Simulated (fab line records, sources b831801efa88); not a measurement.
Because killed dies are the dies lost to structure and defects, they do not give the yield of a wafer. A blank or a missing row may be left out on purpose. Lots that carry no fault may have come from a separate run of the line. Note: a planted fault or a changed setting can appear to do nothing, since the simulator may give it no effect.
fab line records    flow sky130
record: lots: 6  wafers: 18  lastDay: 50
route steps=708 shown METAL5@664 PAD_OPEN@708
lots that met no fault: taken from a fault-free run of the same line
startH: start of the lot's first displayed wafer, in hours after the record's first day    waitH: hours from the lot's prior step to this one    " identical to the entry in the row above    L1.1+2: a single row standing in for several wafers    - no value, or no start was given    * or withheld: withheld    < > ~ a bound
route shown NAME@n: names a module that has steps shown in the file, with the first one's number in the route    usual: mean/standard deviation of fault-free wafers    same: alike in all rows    chamber/n: place in a boat    sites: readings site by site    _std_site: their standard deviation    _edge_site: mean of outer sites minus mean of inner sites    radiusMm: for every site, how far away it sits from the centre of the wafer    mask NAME#n: copy n    behind: the most recent tool/chamber to have shaped the wafer    hold: the reason the lot was held/the length of the hold in hours/how it ended    device: the n, p or np transistor that did not switch    end of line: the tests these same wafers got at the end of their route    a step given without rows: its recipe and nothing more    killed: the dies lost at the first sort to structure and to defects; this is not the yield of the wafer    map: a wafer's dies, x killed, . not, _ none there
set.NAME: the setting the step ran with; set.NAME@STEP: the setting that earlier step ran with    model.NAME: the simulator's own value behind a step, which no gauge read
a table for each step, a row for each wafer; lots at some steps of the route
services: from which hour (startH, from the record's first day; less than 0 if before it) a tool's chamber was out of use, for how many hours, and why
== steps ==
step: SKY_METAL5_SPUTTER_03
recipe: material: Ti  targetThkNm: 5  powerW: 3000  timeS: 3.3  chamberPressurePa: 0.4
usual: throttleValvePct: 29.4/1.5
lot.wafer  tool           chamber  startH   waitH  throttleValvePct
L117.2     pvdSputter-02  -        1025.88  0.0    29.9
L117.5     "              -        "        "      28.8
L117.6     "              -        "        "      30.0
L121.1     pvdSputter-02  -        1044.98  0.0    31.2
L121.4     "              -        "        "      28.6
L121.5     "              -        "        "      26.2
L125.1     pvdSputter-02  -        1076.66  0.0    31.3
L125.3     "              -        "        "      26.3
L125.5     "              -        "        "      29.9
L130.2     pvdSputter-03  -        1107.96  0.0    28.8
L130.3     "              -        "        "      27.6
L130.5     "              -        "        "      28.7
L135.2     pvdSputter-04  -        1132.88  0.0    28.6
L135.4     "              -        "        "      30.8
L135.5     "              -        "        "      31.1
L136.2     pvdSputter-02  -        1135.85  0.0    26.4
L136.3     "              -        "        "      30.3
L136.6     "              -        "        "      28.5
step: SKY_METAL5_SPUTTER_04
recipe: material: TiN  targetThkNm: 70  powerW: 6500  timeS: 58.3  chamberPressurePa: 0.4
usual: throttleValvePct: 29.4/1.5
lot.wafer  tool           chamber  startH   waitH  throttleValvePct
L117.2     pvdSputter-02  -        1025.89  0.0    30.0
L117.5     "              -        "        "      28.4
L117.6     "              -        "        "      30.2
L121.1     pvdSputter-02  -        1045.00  0.0    31.0
L121.4     "              -        "        "      28.5
L121.5     "              -        "        "      26.3
L125.1     pvdSputter-02  -        1076.67  0.0    31.3
L125.3     "              -        "        "      26.4
L125.5     "              -        "        "      30.2
L130.2     pvdSputter-03  -        1107.98  0.0    28.7
L130.3     "              -        "        "      27.8
L130.5     "              -        "        "      28.9
L135.2     pvdSputter-04  -        1132.90  0.0    28.7
L135.4     "              -        "        "      30.9
L135.5     "              -        "        "      30.7
L136.2     pvdSputter-02  -        1135.87  0.0    26.3
L136.3     "              -        "        "      30.0
L136.6     "              -        "        "      28.8
step: SKY_METAL5_RS_MEAS_05
recipe: thkMeasGauge: four-point-probe  reads: TiN_of_METAL5_SPUTTER_04+Ti_of_METAL5_SPUTTER_03+AlCu_of_METAL5_SPUTTER_02+TiN_of_METAL5_SPUTTER_01+Ti_of_METAL5_SPUTTER_00
usual: METAL5_ALCU_RS: 0.0270/0.00031
lot.wafer  tool          chamber  startH   waitH  METAL5_ALCU_RS[ohm/sq]
L117.2     filmMetro-01  -        1025.96  0.0    0.0275
L117.5     "             -        "        "      0.0274
L117.6     "             -        "        "      0.0276
L121.1     filmMetro-02  -        1045.05  0.0    0.0274
L121.4     "             -        "        "      0.0273
L121.5     "             -        "        "      0.0275
L125.1     filmMetro-02  -        1076.72  0.0    0.0273
L125.3     "             -        "        "      0.0271
L125.5     "             -        "        "      0.0270
L130.2     filmMetro-01  -        1108.05  0.0    0.0269
L130.3     "             -        "        "      0.0271
L130.5     "             -        "        "      0.0268
L135.2     filmMetro-01  -        1132.97  0.0    0.0269
L135.4     "             -        "        "      0.0272
L135.5     "             -        "        "      0.0269
L136.2     filmMetro-01  -        1135.94  0.0    0.0274
L136.3     "             -        "        "      0.0274
L136.6     "             -        "        "      0.0273
step: SKY_METAL5_THK_MEAS_06
recipe: thkMeasGauge: xrf  reads: AlCu_of_METAL5_SPUTTER_02
usual: METAL5_ALCU_THK: 1158/15
lot.wafer  tool          chamber  startH   waitH  METAL5_ALCU_THK[nm]
L117.2     filmMetro-01  -        1026.07  0.1    1152
L117.5     "             -        "        "      1153
L117.6     "             -        "        "      1140
L121.1     filmMetro-02  -        1045.17  0.1    1135
L121.4     "             -        "        "      1137
L121.5     "             -        "        "      1132
L125.1     filmMetro-02  -        1076.84  0.1    1141
L125.3     "             -        "        "      1151
L125.5     "             -        "        "      1162
L130.2     filmMetro-01  -        1108.16  0.1    1168
L130.3     "             -        "        "      1168
L130.5     "             -        "        "      1171
L135.2     filmMetro-01  -        1133.08  0.1    1169
L135.4     "             -        "        "      1154
L135.5     "             -        "        "      1171
L136.2     filmMetro-01  -        1136.05  0.1    1148
L136.3     "             -        "        "      1157
L136.6     "             -        "        "      1160
step: SKY_METAL5_DEHYDRATE_07
recipe: tempC: 200  timeS: 60
step: SKY_METAL5_HMDS_08
recipe: primeTimeS: 60  primeTempC: 120
step: SKY_METAL5_COAT_09
recipe: resist: NOVOLAK  spinRpm: 3000  resistThkNm: 1800
step: SKY_METAL5_SOFTBAKE_10
recipe: tempC: 90  timeS: 60  resist: NOVOLAK
step: SKY_METAL5_EXPOSE_11
recipe: maskId: MM5  na: 0.6  sourceShape: conventional  sigmaOuter: 0.6  polarization: unpolarized  targetCdNm: 1600  doseMj: 190
step: SKY_METAL5_PEB_12
recipe: tempC: withheld  timeS: *  resist: NOVOLAK
step: SKY_METAL5_DEVELOP_13
recipe: resist: NOVOLAK  developer: TMAH  developTimeS: 60  devTempC: 23
step: SKY_METAL5_DESCUM_14
recipe: chemistry: O2  sourcePowerW: 150  biasPowerW: 0  pressureMtorr: 10  tempC: 40  timeS: 11
usual: drypumpMotorCurrentA: 5.9/0.39  oesProductAu: 1.003/0.0092  rfFwdPowerW: 147.3/0.83
lot.wafer  tool         chamber  startH   waitH  drypumpMotorCurrentA  oesProductAu  rfFwdPowerW  rfHoursCounterH
L117.2     rieMetal-01  1        1048.22  0.1    5.9                   1.011         147.8        2
L117.5     "            0        "        "      6.3                   0.990         147.5        -
L117.6     "            1        "        "      5.9                   1.019         147.5        -
L121.1     rieMetal-04  1        1065.51  0.1    5.2                   0.993         146.8        10
L121.4     "            0        "        "      6.2                   0.985         148.3        -
L121.5     "            1        "        "      5.2                   0.997         147.5        -
L125.1     rieMetal-04  1        1097.38  0.1    5.2                   0.997         146.2        13
L125.3     "            1        "        "      5.2                   0.997         146.0        -
L125.5     "            0        "        "      6.2                   0.994         148.2        -
L130.2     rieMetal-01  0        1127.18  0.1    6.3                   1.011         147.1        23
L130.3     "            0        "        "      6.3                   1.001         147.9        -
L130.5     "            0        "        "      6.3                   1.013         147.4        -
L135.2     rieMetal-04  0        1151.08  0.1    6.1                   0.988         148.6        25
L135.4     "            1        "        "      5.3                   0.996         146.9        -
L135.5     "            1        "        "      5.2                   0.996         146.8        -
L136.2     rieMetal-01  1        1154.23  0.1    5.9                   1.019         146.8        10
L136.3     "            1        "        "      5.9                   1.008         147.6        -
L136.6     "            1        "        "      5.9                   1.020         147.8        -
step: SKY_METAL5_METAL_ETCH_15
recipe: targetDepthA: 12600  stopOn: SiO2  overEtchFrac: 0.2  timeS: 252  chemistry: Cl2/BCl3  resistSidewallDeg: 86  pressureMtorr: 10  icpW: 900  biasW: 48.5  Cl2_flow_sccm: 60  bcl3FlowSccm: 30
usual: biasW: 48.51/0.16  drypumpMotorCurrentA: 5.9/0.39  oesProductAu: 0.895/0.0045  rfFwdPowerW: 897.5/2.8  throttleValvePct: 22.264/0.01
lot.wafer  tool         chamber  startH   waitH  biasW  drypumpMotorCurrentA  oesProductAu  rfFwdPowerW  rfHoursCounterH  throttleValvePct  model.NOVOLAK_of_METAL5_COAT_09.thkNm
L117.2     rieMetal-01  1        1048.26  0.0    48.46  5.9                   0.892         900.2        2                22.272            1023
L117.5     "            0        "        "      48.21  6.3                   0.895         894.4        -                22.257            1031
L117.6     "            1        "        "      48.31  5.9                   0.890         901.3        -                22.266            1020
L121.1     rieMetal-04  1        1065.54  0.0    44.17  5.3                   0.901         899.8        10               22.244            1068
L121.4     "            0        "        "      48.43  6.2                   0.897         892.8        -                22.286            1028
L121.5     "            1        "        "      44.13  5.2                   0.897         898.9        -                22.262            1062
L125.1     rieMetal-04  1        1097.42  0.0    44.16  5.2                   0.900         895.2        13               22.243            1069
L125.3     "            1        "        "      44.06  5.2                   0.895         896.2        -                22.273            1069
L125.5     "            0        "        "      48.65  6.2                   0.895         896.5        -                22.272            1036
L130.2     rieMetal-01  0        1127.21  0.0    48.42  6.3                   0.897         898.2        23               22.270            1021
L130.3     "            0        "        "      48.48  6.3                   0.898         895.1        -                22.247            1016
L130.5     "            0        "        "      48.40  6.3                   0.894         897.3        -                22.260            1017
L135.2     rieMetal-04  0        1151.11  0.0    48.24  6.1                   0.906         896.9        25               22.268            1031
L135.4     "            1        "        "      48.53  5.2                   0.891         898.1        -                22.268            1040
L135.5     "            1        "        "      48.45  5.2                   0.900         900.7        -                22.260            1045
L136.2     rieMetal-01  1        1154.26  0.0    48.35  5.8                   0.900         899.1        10               22.250            1020
L136.3     "            1        "        "      48.40  5.9                   0.901         899.8        -                22.266            1008
L136.6     "            1        "        "      48.72  5.9                   0.887         900.4        -                22.273            1015
step: SKY_METAL5_STRIP_16
recipe: chemistry: O2/N2  powerW: 1400  pressureMtorr: 1500  platenTempC: withheld  o2FlowSccm: 3000  n2FlowSccm: 300  overashFraction: 0.5
usual: drypumpMotorCurrentA: 5.6/0.34  oesProductAu: 0.710/0.0045  stripTimeToEndpointS: 13.00/0.12
lot.wafer  tool            chamber  startH   waitH  drypumpMotorCurrentA  oesProductAu  rfHoursCounterH  stripTimeToEndpointS
L117.2     plasmaAsher-01  0        1048.49  0.2    6.1                   0.711         90               12.94
L117.5     "               1        "        "      5.9                   0.703         -                13.02
L117.6     "               0        "        "      6.1                   0.712         -                12.90
L121.1     plasmaAsher-01  1        1065.78  0.2    5.9                   0.710         92               13.44
L121.4     "               0        "        "      6.1                   0.698         -                13.00
L121.5     "               1        "        "      5.9                   0.717         -                13.35
L125.1     plasmaAsher-03  1        1097.65  0.2    5.6                   0.701         66               13.46
L125.3     "               0        "        "      5.3                   0.713         -                13.44
L125.5     "               0        "        "      5.4                   0.716         -                13.07
L130.2     plasmaAsher-04  1        1127.44  0.2    4.9                   0.708         5                12.90
L130.3     "               1        "        "      4.9                   0.706         -                12.84
L130.5     "               0        "        "      5.4                   0.708         -                12.87
L135.2     plasmaAsher-01  1        1151.34  0.2    5.9                   0.704         100              13.02
L135.4     "               0        "        "      6.1                   0.702         -                13.13
L135.5     "               1        "        "      5.9                   0.709         -                13.18
L136.2     plasmaAsher-01  1        1154.49  0.2    5.9                   0.707         101              12.91
L136.3     "               1        "        "      5.9                   0.710         -                12.83
L136.6     "               0        "        "      6.1                   0.712         -                12.85
step: SKY_METAL5_STRIP_17
recipe: chemistry: postEtchResidueRemover  timeS: 1200  tempC: 72.5
step: SKY_PAD_OPEN_PROBE_99
usual: defectLimitedYield: 82.7/2.1  killed_at_M0_to_M3: 43/7.2  killed_at_M4_up: 3.0/1.7  killedAtContacts: 24/5.3  killedAtFrontEnd: 15/4.6  killedAtOther: 0.3/0.5  killedDies: 85/10  killedOpen: 46/7.2  killedShort: 39/6.4  sort_bin_3_pad_short: 0.9/0.42  sort_bin_5_function: 10.2/1.6  sort_bin_6_memory: 6.2/1  sortNPass: 407/10  sortYieldPct: 82.7/2.1
same: grossDies: 492  killedAtBackSide: 0  sort_bin_4_leakage[%]: 0  sort_bin_8_speed[%]: 0
lot.wafer  tool       chamber  startH   waitH  defectLimitedYield[%]  killed_at_M0_to_M3  killed_at_M4_up  killedAtContacts  killedAtFrontEnd  killedAtOther  killedDies  killedOpen  killedShort  sort_bin_3_pad_short[%]  sort_bin_5_function[%]  sort_bin_6_memory[%]  sortNPass  sortYieldPct[%]
L125.1     prober-02  -        1139.85  0.1    85.0                   31                  3                24                14                2              74          41          33           0.4                      9.8                     4.9                   418        85.0
L125.3     prober-02  -        1139.95  0.2    84.3                   41                  4                15                17                0              77          41          36           0.6                      9.1                     5.9                   415        84.3
L125.5     prober-02  -        1140.05  0.2    84.3                   37                  1                23                16                0              77          50          27           0.4                      10.0                    5.3                   415        84.3
L135.2     prober-02  -        1188.35  0.1    84.1                   40                  2                20                16                0              78          48          30           0.4                      10.0                    5.5                   414        84.1
L135.4     prober-02  -        1188.45  0.2    82.7                   53                  2                21                9                 0              85          47          38           0.4                      11.0                    5.9                   407        82.7
L135.5     prober-02  -        1188.50  0.2    81.1                   51                  1                23                18                0              93          54          39           1.0                      10.6                    7.3                   399        81.1
L136.2     prober-01  -        1191.40  0.1    78.3                   54                  3                30                20                0              107         70          37           1.2                      12.2                    8.3                   385        78.3
L136.3     prober-01  -        1191.45  0.2    77.4                   55                  4                22                30                0              111         58          53           1.0                      14.0                    7.5                   381        77.4
L136.6     prober-01  -        1191.60  0.2    82.5                   42                  5                21                17                1              86          55          31           0.2                      10.2                    7.1                   406        82.5
killed by level:class
L125.1 CONTACT:geometricParticle:open=8 LI_CONTACT:geometricParticle:open=7 VIA1:geometricParticle:open=7 VIA3:geometricParticle:open=5 VIA3:geometricParticle:short=5 FIELD_ISO:geometricParticle:open=3 METAL1:geometricParticle:short=3 POLY_GATE:geometricParticle:short=3
L125.3 VIA1:geometricParticle:open=9 VIA2:geometricParticle:open=8 CONTACT:geometricParticle:open=6 VIA1:geometricParticle:short=5 LI_CONTACT:geometricParticle:open=5 METAL3:geometricParticle:short=5 FIELD_ISO:geometricParticle:short=4 FIELD_ISO:geometricParticle:open=4
L125.5 CONTACT:geometricParticle:open=13 VIA1:geometricParticle:open=7 VIA2:geometricParticle:open=7 POLY_GATE:geometricParticle:open=5 VIA3:geometricParticle:open=5 VIA3:geometricParticle:short=5 FIELD_ISO:geometricParticle:open=4 POLY_GATE:geometricParticle:short=4
L135.2 VIA1:geometricParticle:open=10 CONTACT:geometricParticle:open=8 VIA3:geometricParticle:open=8 FIELD_ISO:geometricParticle:open=7 VIA1:geometricParticle:short=5 FIELD_ISO:geometricParticle:short=4 LI_CONTACT:geometricParticle:open=4 METAL2:geometricParticle:open=4
L135.4 VIA1:geometricParticle:open=10 CONTACT:geometricParticle:open=7 METAL2:geometricParticle:short=7 LI_CONTACT:geometricParticle:open=6 VIA3:geometricParticle:open=6 METAL1:geometricParticle:open=5 VIA1:geometricParticle:short=5 LI_CONTACT:geometricParticle:short=4
L135.5 VIA1:geometricParticle:open=15 CONTACT:geometricParticle:open=9 VIA3:geometricParticle:open=7 VIA1:geometricParticle:short=6 CONTACT:geometricParticle:short=6 METAL1:geometricParticle:short=6 FIELD_ISO:geometricParticle:open=5 POLY_GATE:geometricParticle:short=5
L136.2 CONTACT:geometricParticle:open=15 VIA1:geometricParticle:open=14 VIA2:geometricParticle:open=12 METAL1:geometricParticle:short=7 VIA1:geometricParticle:short=7 VIA3:geometricParticle:open=7 FIELD_ISO:geometricParticle:open=5 POLY_GATE:geometricParticle:open=5
L136.3 VIA1:geometricParticle:open=19 FIELD_ISO:geometricParticle:short=13 VIA1:geometricParticle:short=9 CONTACT:geometricParticle:open=9 VIA3:geometricParticle:open=9 FIELD_ISO:geometricParticle:open=8 POLY_GATE:geometricParticle:short=4 LI_CONTACT:geometricParticle:open=4
L136.6 VIA1:geometricParticle:open=13 VIA2:geometricParticle:open=11 LI_CONTACT:geometricParticle:open=8 FIELD_ISO:geometricParticle:open=6 CONTACT:geometricParticle:open=6 VIA3:geometricParticle:open=4 METAL4:geometricParticle:short=4 FIELD_ISO:geometricParticle:short=3
== services ==
tool            chamber  startH   hours  kind
pvdSputter-02   -        1020.75  3.3    repair
pvdSputter-02   0        1050.97  -      consumableReplace:kit
pvdSputter-02   0        1050.97  18.0   scheduledDown
pvdSputter-02   0        1050.97  18.0   ventCycle
plasmaAsher-04  -        1055.25  9.0    pm
plasmaAsher-04  0        1055.25  9.0    ventCycle
plasmaAsher-04  1        1055.25  9.0    ventCycle
pvdSputter-03   -        1057.02  1.9    repair
plasmaAsher-04  0        1064.25  -      clean
plasmaAsher-04  1        1064.25  -      clean
plasmaAsher-04  -        1071.03  4.0    repair
pvdSputter-02   -        1091.59  0.9    repair
plasmaAsher-04  -        1092.80  2.9    repair
pvdSputter-04   0        1103.11  -      consumableReplace:kit
pvdSputter-04   0        1103.11  18.0   scheduledDown
pvdSputter-04   0        1103.11  18.0   ventCycle
rieMetal-01     -        1103.15  7.5    repair
pvdSputter-03   2        1110.18  -      consumableReplace:kit
pvdSputter-03   2        1110.18  18.0   scheduledDown
pvdSputter-03   2        1110.18  18.0   ventCycle
pvdSputter-02   3        1135.92  -      consumableReplace:kit
pvdSputter-02   3        1135.92  18.0   scheduledDown
pvdSputter-02   3        1135.92  18.0   ventCycle
== key ==
firstSign: step: SKY_METAL5_METAL_ETCH_15  reading: biasW  direction: down  sigmas: 28  usual: 48.51  struck: 44.13
effect: step: SKY_METAL5_STRIP_16  reading: stripTimeToEndpointS  direction: up  sigmas: 3.6  usual: *  struck: *
modelEffect: step: SKY_METAL5_METAL_ETCH_15  value: NOVOLAK_of_METAL5_COAT_09.thkNm  without: 1039  struck: 1067
metAt SKY_METAL5_METAL_ETCH_15
struckWafers L121.1,L121.5,L125.1,L125.3
fault: kind: processParameterDrift  tool: rieMetal-04  chamber: 1  onsetH: 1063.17  steps: SKY_METAL5_METAL_ETCH_15  channel: biasW  offset: -4.2737  shape: step  endH: 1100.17  actsIn: theseRecipesOnly  stated: 48.5
